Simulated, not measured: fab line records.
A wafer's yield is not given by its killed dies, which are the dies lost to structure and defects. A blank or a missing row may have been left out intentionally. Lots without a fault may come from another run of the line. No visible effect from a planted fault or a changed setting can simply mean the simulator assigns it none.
fab line records    flow sky130
[record] lots = 13  wafers = 39  last-day = 50
route steps=708 shown VT_ADJUST_PCH@152 SONOS_ONO@171 POLY_GATE@204
lots that met no fault: taken from a fault-free run of the same line
start-h: hours from the record's first day to the start of the lot's first wafer shown    wait-h: how many hours have passed since the lot's step before this one    " same as the row above    L1.1+2: a row that stands for several wafers    - no value, or no start was given    * or withheld: withheld    < > ~ a bound
route shown NAME@n: NAME is a module with steps in the file, n the number in the route of the first one    usual: average and standard deviation across the fault-free wafers    same: alike in all rows    chamber/n: place in a boat    sites: readings site by site    _std_site: the standard deviation of these    _edge_site: mean of outer sites minus mean of inner sites    radius-mm: for every site, how far away it sits from the centre of the wafer    mask NAME#n: copy n    behind: the most recent tool/chamber to have shaped the wafer    hold: what put the lot on hold/how long, in hours/how the hold closed    device: the n, p or np transistor that did not switch    end of line: the route-end tests of the same wafers    a step given without rows: its recipe and nothing more    killed: dies that structure and defects cost at the first sort, which is not the same as the wafer's yield    map: shows each die of a wafer: x if killed, . if not, _ if none is there
set.NAME: the setting the step ran with; set.NAME@STEP: the setting that earlier step ran with    model.NAME: the simulator's own value behind a step, which no gauge read
the route's steps for a sample of lots (tables are steps, rows are wafers)
services: from which hour (start-h, from the record's first day; less than 0 if before it) a tool's chamber was out of use, for how many hours, and why
[[steps]]
[step SKY_VT_ADJUST_PCH_STRIP_09]
[recipe] chemistry = O2/N2  power-w = 1400  pressure-mtorr = 1500  platen-temp-c = withheld  o2-flow-sccm = 3000  n2-flow-sccm = 300  overash-fraction = 0.5
[usual] drypump-motor-current-A = 5.5/0.41  oes-product-au = 0.722/0.0048  strip-time-to-endpoint-s = 36.90/0.11
[same] overash-fraction = 0.5
lot.wafer  tool             chamber  start-h  wait-h  drypump-motor-current-A  oes-product-au  rf-hours-counter-h  strip-time-to-endpoint-s
L246.1     plasma-asher-04  1        222.46   0.1     5.8                      0.718           55                  36.78
L246.3     "                0        "        "       5.8                      0.715           -                   36.83
L246.6     "                0        "        "       5.9                      0.734           -                   36.85
L247.1     plasma-asher-04  0        228.19   0.1     5.9                      0.718           55                  36.79
L247.3     "                0        "        "       5.9                      0.728           -                   36.79
L247.5     "                1        "        "       5.8                      0.726           -                   36.80
L248.2     plasma-asher-02  1        238.93   0.1     4.7                      0.714           55                  36.73
L248.4     "                0        "        "       5.7                      0.724           -                   36.71
L248.5     "                1        "        "       4.7                      0.717           -                   36.83
L249.1     plasma-asher-04  1        245.14   0.1     5.8                      0.719           57                  36.79
L249.4     "                0        "        "       5.8                      0.726           -                   36.81
L249.5     "                0        "        "       5.8                      0.719           -                   36.88
L250.1     plasma-asher-02  0        249.51   0.1     5.7                      0.727           56                  36.82
L250.2     "                1        "        "       4.7                      0.710           56                  36.88
L250.5     "                0        "        "       5.7                      0.720           -                   36.89
L252.2     plasma-asher-02  0        270.96   0.1     5.7                      0.725           58                  37.04
L252.3     "                0        "        "       5.7                      0.721           -                   37.06
L252.4     "                1        "        "       4.7                      0.719           -                   36.98
L254.2     plasma-asher-02  1        295.16   0.1     4.7                      0.716           61                  36.98
L254.3     "                0        "        "       5.7                      0.727           -                   37.06
L254.4     "                1        "        "       4.7                      0.725           -                   37.05
L255.4     plasma-asher-02  0        315.24   0.1     5.7                      0.718           -                   36.78
L255.5     "                1        "        "       4.7                      0.731           -                   36.81
L255.6     "                0        "        "       5.7                      0.723           -                   36.90
L256.1     plasma-asher-04  1        315.86   0.1     5.8                      0.725           63                  36.78
L256.2     "                0        "        "       5.9                      0.721           63                  36.89
L256.5     "                1        "        "       5.8                      0.723           -                   36.76
L257.2     plasma-asher-02  1        317.23   0.1     4.7                      0.735           63                  36.83
L257.4     "                1        "        "       4.7                      0.715           -                   36.86
L257.6     "                0        "        "       5.7                      0.725           -                   36.83
L259.1     plasma-asher-04  1        341.14   0.1     5.7                      0.721           66                  36.76
L259.3     "                0        "        "       5.9                      0.730           -                   36.77
L259.5     "                0        "        "       5.9                      0.727           -                   36.77
L265.1     plasma-asher-01  0        372.53   0.1     5.4                      0.721           25                  36.98
L265.3     "                1        "        "       5.3                      0.726           -                   36.91
L265.6     "                1        "        "       5.3                      0.726           -                   36.81
L267.1     plasma-asher-01  1        388.69   0.1     5.3                      0.719           27                  36.84
L267.3     "                0        "        "       5.4                      0.719           -                   36.86
L267.6     "                0        "        "       5.4                      0.722           -                   36.89
[step SKY_SONOS_ONO_THK_MEAS_03]
[recipe] reads = Si3N4_of_SONOS_ONO_CVD_02
[usual] SONOS_ONO_CVD_02_THK = 10.52/0.17
lot.wafer  tool           chamber  start-h  wait-h  SONOS_ONO_CVD_02_THK[nm]
L246.1     film-metro-04  -        250.11   0.0     10.82
L246.3     "              -        "        "       10.66
L246.6     "              -        "        "       10.67
L247.1     film-metro-01  -        254.57   0.0     10.68
L247.3     "              -        "        "       10.45
L247.5     "              -        "        "       10.56
L248.2     film-metro-01  -        266.77   0.0     10.53
L248.4     "              -        "        "       10.28
L248.5     "              -        "        "       10.38
L249.1     film-metro-04  -        273.12   0.0     10.48
L249.4     "              -        "        "       10.32
L249.5     "              -        "        "       10.44
L250.1     film-metro-02  -        277.31   0.0     10.48
L250.2     "              -        "        "       10.50
L250.5     "              -        "        "       10.55
L252.2     film-metro-04  -        299.72   0.0     10.44
L252.3     "              -        "        "       10.53
L252.4     "              -        "        "       10.37
L254.2     film-metro-02  -        324.75   0.0     10.59
L254.3     "              -        "        "       10.54
L254.4     "              -        "        "       10.41
L256.1     film-metro-04  -        347.51   0.0     10.58
L256.2     "              -        "        "       10.63
L256.5     "              -        "        "       10.62
L255.4     film-metro-04  -        349.12   0.0     10.49
L255.5     "              -        "        "       10.49
L255.6     "              -        "        "       10.53
L257.2     film-metro-04  -        353.27   0.0     10.54
L257.4     "              -        "        "       10.45
L257.6     "              -        "        "       10.51
L259.1     film-metro-02  -        373.77   0.0     10.43
L259.3     "              -        "        "       10.49
L259.5     "              -        "        "       10.54
L265.1     film-metro-02  -        420.75   0.0     10.56
L265.3     "              -        "        "       10.51
L265.6     "              -        "        "       10.53
L267.1     film-metro-04  -        428.85   0.0     10.45
L267.3     "              -        "        "       10.44
L267.6     "              -        "        "       10.52
[step SKY_SONOS_ONO_THK_MEAS_05]
[recipe] reads = SiO2_of_SONOS_ONO_CVD_04
[usual] SONOS_ONO_CVD_04_THK = 5.71/0.11
lot.wafer  tool           chamber  start-h  wait-h  SONOS_ONO_CVD_04_THK[nm]
L246.1     film-metro-01  -        251.42   0.0     5.54
L246.3     "              -        "        "       5.59
L246.6     "              -        "        "       5.64
L247.1     film-metro-04  -        255.88   0.0     5.72
L247.3     "              -        "        "       5.62
L247.5     "              -        "        "       5.70
L248.2     film-metro-04  -        268.08   0.0     5.75
L248.4     "              -        "        "       5.76
L248.5     "              -        "        "       5.61
L249.1     film-metro-04  -        274.43   0.0     5.61
L249.4     "              -        "        "       5.61
L249.5     "              -        "        "       5.58
L250.1     film-metro-01  -        278.62   0.0     5.77
L250.2     "              -        "        "       5.67
L250.5     "              -        "        "       5.80
L252.2     film-metro-04  -        301.03   0.0     5.69
L252.3     "              -        "        "       5.58
L252.4     "              -        "        "       5.56
L254.2     film-metro-04  -        326.06   0.0     5.45
L254.3     "              -        "        "       5.38
L254.4     "              -        "        "       5.55
L256.1     film-metro-04  -        348.82   0.0     5.78
L256.2     "              -        "        "       5.70
L256.5     "              -        "        "       5.81
L255.4     film-metro-02  -        350.43   0.0     5.70
L255.5     "              -        "        "       5.70
L255.6     "              -        "        "       5.59
L257.2     film-metro-02  -        354.58   0.0     5.85
L257.4     "              -        "        "       5.92
L257.6     "              -        "        "       5.87
L259.1     film-metro-04  -        375.08   0.0     5.71
L259.3     "              -        "        "       5.82
L259.5     "              -        "        "       5.78
L265.1     film-metro-04  -        423.62   0.0     5.56
L265.3     "              -        "        "       5.71
L265.6     "              -        "        "       5.58
L267.1     film-metro-02  -        430.16   0.0     5.67
L267.3     "              -        "        "       5.71
L267.6     "              -        "        "       5.86
[step SKY_POLY_GATE_CVD_00]
[recipe] material = poly-Si  target-thk-nm = 180  temp-c = 620  time-s = 720  pressure-mtorr = 200
[usual] pressure-mtorr = 200.0/0.43  spike-tc-bottom-C = 643.6/1.3  susceptor-temp-C = 619.92/0.25  zone-power-bottom-pct = 12.5/0.81
lot.wafer  tool      chamber  start-h  wait-h  pressure-mtorr  spike-tc-bottom-C  susceptor-temp-C  zone-power-bottom-pct
L246.1     lpcvd-01  1        308.14   0.0     200.4           644.6              620.02            13.1
L246.3     "         1        "        "       200.3           643.0              620.09            13.2
L246.6     "         1        "        "       200.0           643.6              620.19            13.4
L247.1     lpcvd-01  1        310.23   0.0     200.4           644.7              619.71            13.1
L247.3     "         1        "        "       200.1           642.4              619.43            13.1
L247.5     "         1        "        "       199.5           643.1              619.84            13.1
L248.2     lpcvd-01  0        323.16   0.0     199.9           642.7              620.18            11.5
L248.4     "         0        "        "       199.3           643.2              619.73            11.4
L248.5     "         0        "        "       200.0           643.2              619.94            11.3
L249.1     lpcvd-01  1        329.35   0.0     199.8           644.5              619.84            13.3
L249.4     "         1        "        "       199.8           645.5              619.71            13.2
L249.5     "         1        "        "       200.5           644.1              620.01            13.2
L250.1     lpcvd-01  1        335.17   0.0     200.7           645.6              619.66            13.2
L250.2     "         1        "        "       200.5           645.1              620.37            13.4
L250.5     "         1        "        "       200.1           643.2              619.90            13.0
L252.2     lpcvd-01  0        358.16   0.0     200.7           642.7              619.92            11.5
L252.3     "         0        "        "       200.7           643.4              619.89            11.4
L252.4     "         0        "        "       200.6           643.2              620.18            11.3
L254.2     lpcvd-01  0        384.50   0.0     200.3           641.1              619.56            11.4
L254.3     "         0        "        "       200.4           642.3              619.79            11.3
L254.4     "         0        "        "       200.2           641.5              619.61            11.5
L256.1     lpcvd-01  1        410.02   0.0     200.1           644.2              619.98            13.1
L256.2     "         1        "        "       199.8           643.2              619.61            13.2
L256.5     "         1        "        "       200.4           643.6              620.26            12.9
L255.4     lpcvd-01  0        411.82   0.3     200.0           642.2              619.66            11.4
L255.5     "         0        "        "       199.3           641.7              619.94            11.5
L255.6     "         0        "        "       200.1           642.4              620.19            11.5
L257.2     lpcvd-01  0        415.78   0.0     199.2           642.4              620.23            11.4
L257.4     "         0        "        "       199.7           642.5              620.27            11.4
L257.6     "         0        "        "       198.9           640.1              619.67            11.5
L259.1     lpcvd-01  1        436.98   0.0     199.8           644.2              619.93            13.1
L259.3     "         1        "        "       200.1           646.1              620.06            12.9
L259.5     "         1        "        "       200.2           644.2              619.93            13.1
L265.1     lpcvd-01  0        487.79   0.0     199.5           642.9              619.61            11.4
L265.3     "         0        "        "       200.0           643.4              619.78            11.6
L265.6     "         0        "        "       199.9           641.9              620.10            11.1
L267.1     lpcvd-01  1        494.96   0.0     200.4           643.2              619.44            13.0
L267.3     "         1        "        "       199.9           644.0              619.60            13.3
L267.6     "         1        "        "       200.3           643.5              619.95            13.2
[step SKY_POLY_GATE_THK_MEAS_01]
[recipe] reads = poly-Si_of_POLY_GATE_CVD_00
[usual] POLY_GATE_CVD_00_THK = 179.7/1.3
lot.wafer  tool           chamber  start-h  wait-h  POLY_GATE_CVD_00_THK[nm]
L246.1     film-metro-03  -        309.34   0.0     179.7
L246.3     "              -        "        "       179.7
L246.6     "              -        "        "       179.1
L247.1     film-metro-03  -        311.43   0.0     178.5
L247.3     "              -        "        "       178.0
L247.5     "              -        "        "       178.2
L248.2     film-metro-04  -        324.37   0.0     178.7
L248.4     "              -        "        "       177.7
L248.5     "              -        "        "       176.2
L249.1     film-metro-03  -        330.55   0.0     180.1
L249.4     "              -        "        "       180.1
L249.5     "              -        "        "       180.2
L250.1     film-metro-04  -        336.37   0.0     177.5
L250.2     "              -        "        "       178.3
L250.5     "              -        "        "       179.8
L252.2     film-metro-04  -        359.38   0.0     178.9
L252.3     "              -        "        "       180.2
L252.4     "              -        "        "       179.5
L254.2     film-metro-03  -        385.71   0.0     181.4
L254.3     "              -        "        "       181.8
L254.4     "              -        "        "       180.2
L256.1     film-metro-02  -        411.82   0.0     181.1
L256.2     "              -        "        "       180.0
L256.5     "              -        "        "       181.2
L255.4     film-metro-04  -        414.55   0.0     181.8
L255.5     "              -        "        "       181.2
L255.6     "              -        "        "       181.3
L257.2     film-metro-04  -        417.59   0.0     178.5
L257.4     "              -        "        "       179.0
L257.6     "              -        "        "       177.9
L259.1     film-metro-02  -        438.18   0.0     179.1
L259.3     "              -        "        "       180.2
L259.5     "              -        "        "       180.8
L265.1     film-metro-02  -        488.99   0.0     228.3
L265.3     "              -        "        "       226.6
L265.6     "              -        "        "       226.6
L267.1     film-metro-03  -        496.16   0.0     178.1
L267.3     "              -        "        "       179.2
L267.6     "              -        "        "       178.3
[[services]]
tool             chamber  start-h  hours  kind
plasma-asher-04  -        270.77   15.6   pm
plasma-asher-02  -        302.76   8.8    repair
plasma-asher-01  -        315.62   1.7    repair
plasma-asher-02  -        407.46   2.8    repair
plasma-asher-02  -        417.76   3.4    repair
plasma-asher-02  -        421.30   9.0    pm
plasma-asher-02  0        421.30   9.0    vent-cycle
plasma-asher-02  1        421.30   9.0    vent-cycle
plasma-asher-02  0        430.30   -      clean
plasma-asher-02  1        430.30   -      clean
plasma-asher-02  -        472.71   2.8    pm
[[key]]
[first-sign] step = SKY_POLY_GATE_THK_MEAS_01  reading = POLY_GATE_CVD_00_THK  direction = up  sigmas = 36  usual = 179.7  struck = 227.1
effect none on later readings
met-at SKY_POLY_GATE_CVD_00
struck-lots L265
struck-wafers L265.1,L265.3,L265.6
later-rows-left-out L265.1,L265.3,L265.6
sort-left-out L265.1,L265.3,L265.6
tester-left-out L265
not-acting-at SKY_VT_ADJUST_PCH_STRIP_09,SKY_SONOS_ONO_THK_MEAS_03,SKY_SONOS_ONO_THK_MEAS_05
onset-between 415.78 487.79
[fault] kind = process-parameter-drift  tool = lpcvd-01  chamber = 0  onset-h = 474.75  steps = SKY_POLY_GATE_CVD_00  channel = target-thk-nm  offset = 46.504  shape = step  end-h = 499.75  stated = 180
// tester-left-out: of these lots the tester's yield and bins aren't shown, on N5 and GAA mostly nor the transistor test; their killed dies are dies lost to structure and defects alone, not to doping, threshold or leakage, so they don't give the yield
// sort-left-out: the simulated sort isn't trusted on such a fault, so these wafers' sort isn't shown, and their yield isn't known
// later-rows-left-out: the simulator's readings of these wafers behind a module that went badly wrong aren't trusted and aren't shown, but for the sort
